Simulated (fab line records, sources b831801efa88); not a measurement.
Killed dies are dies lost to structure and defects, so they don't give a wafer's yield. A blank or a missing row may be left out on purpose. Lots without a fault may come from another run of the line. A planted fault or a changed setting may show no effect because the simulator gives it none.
One fault seen from 2 desks | flow gf180mcu | each desk has only its own numbers; what lay behind them comes last

THE METROLOGY DESK
What the gauges read, lot by lot, whatever tool the lot ran on: means of the sampled wafers that have a number. A lot is out of limits, marked OUT, if its mean lies more than 4 standard deviations from the usual mean; the brackets give that distance.
Columns: A = VT_IMPLANT_2_TW at GF_VT_IMPLANT_TW_MEAS_21, usual 1219; B = PSD_TW at GF_PSD_TW_MEAS_11, usual 3181; C = SALICIDE_TIN_RS at GF_SALICIDE_RS_MEAS_04, usual 16.4 ohm/sq
lot  | first seen here | A               | B    | C
L299 | day 6 06:35     | 1227            | 3192 | 16.3
L300 | day 6 13:38     | 1218            | 3136 | 16.7
L301 | day 6 19:40     | 1224            | 3136 | 16.7
L309 | day 8 23:36     | 1160 (-4.9) OUT | 3145 | 16.2
L310 | day 9 03:27     | 1132 (-7.2) OUT | 3189 | 16.6
L311 | day 9 13:35     | 1139 (-6.7) OUT | 3191 | 16.2
L312 | day 9 18:57     | 1222            | 3195 | 16.6
L313 | day 9 23:39     | 1226            | 3128 | 16.0
L314 | day 10 12:08    | 1225            | 3130 | 16.2
L315 | day 10 15:36    | 1189            | 3146 | 16.4
L316 | day 10 18:44    | 1229            | 3209 | 16.2
L318 | day 11 13:59    | 1225            | 3217 | 16.7
L322 | day 12 12:48    | 1226            | 3203 | 16.5
This desk's finding: out of limits on L309, L310, L311; first on L309, day 8 23:36 (VT_IMPLANT_2_TW at GF_VT_IMPLANT_TW_MEAS_21). In limits: L299, L300, L301, L312, L313, L314, L315, L316, L318, L322.

THE TOOL OWNER'S DESK: implanter-02
The tool's own readings at GF_VT_IMPLANT_IMPLANT_19: means of the sampled wafers that have a number, for each lot that ran on this tool. A lot is out of limits, marked OUT, if its mean lies more than 4 standard deviations from the usual mean; the brackets give that distance.
Columns: A = dose_ions_cm2 at GF_VT_IMPLANT_IMPLANT_19, usual 4.35e+12; B = faraday_current_uA at GF_VT_IMPLANT_IMPLANT_19, usual 24.4
lot  | first seen here | A                          | B
L300 | day 6 13:25     | 4.34e+12                   | 24.6
L309 | day 8 23:21     | 3.71e+12 (-99 or more) OUT | 20.6 (-8.4) OUT
L310 | day 9 03:14     | 3.71e+12 (-99 or more) OUT | 20.6 (-8.4) OUT
L311 | day 9 13:20     | 3.71e+12 (-99 or more) OUT | 20.7 (-8.1) OUT
This desk's finding: out of limits on L309, L310, L311; first on L309, day 8 23:21 (dose_ions_cm2 at GF_VT_IMPLANT_IMPLANT_19). In limits: L300.

PUT TOGETHER
The tool owner's desk could have raised an alarm at day 8 23:21, on L309, L310, L311.
The metrology desk could have raised an alarm at day 8 23:36, on L309, L310, L311.
Of the lots named, all ran GF_VT_IMPLANT_IMPLANT_19 on implanter-02.

WHAT THE SIMULATOR HAD PUT IN
Process parameter drift: implanter-02, from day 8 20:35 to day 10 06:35, at GF_VT_IMPLANT_IMPLANT_19. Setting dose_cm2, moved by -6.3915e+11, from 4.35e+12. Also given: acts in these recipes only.
Lots struck among those shown: L309, L310, L311.
Hours from the fault's start to each desk's first reading out of limits: the tool owner's desk, 3; the metrology desk, 3.
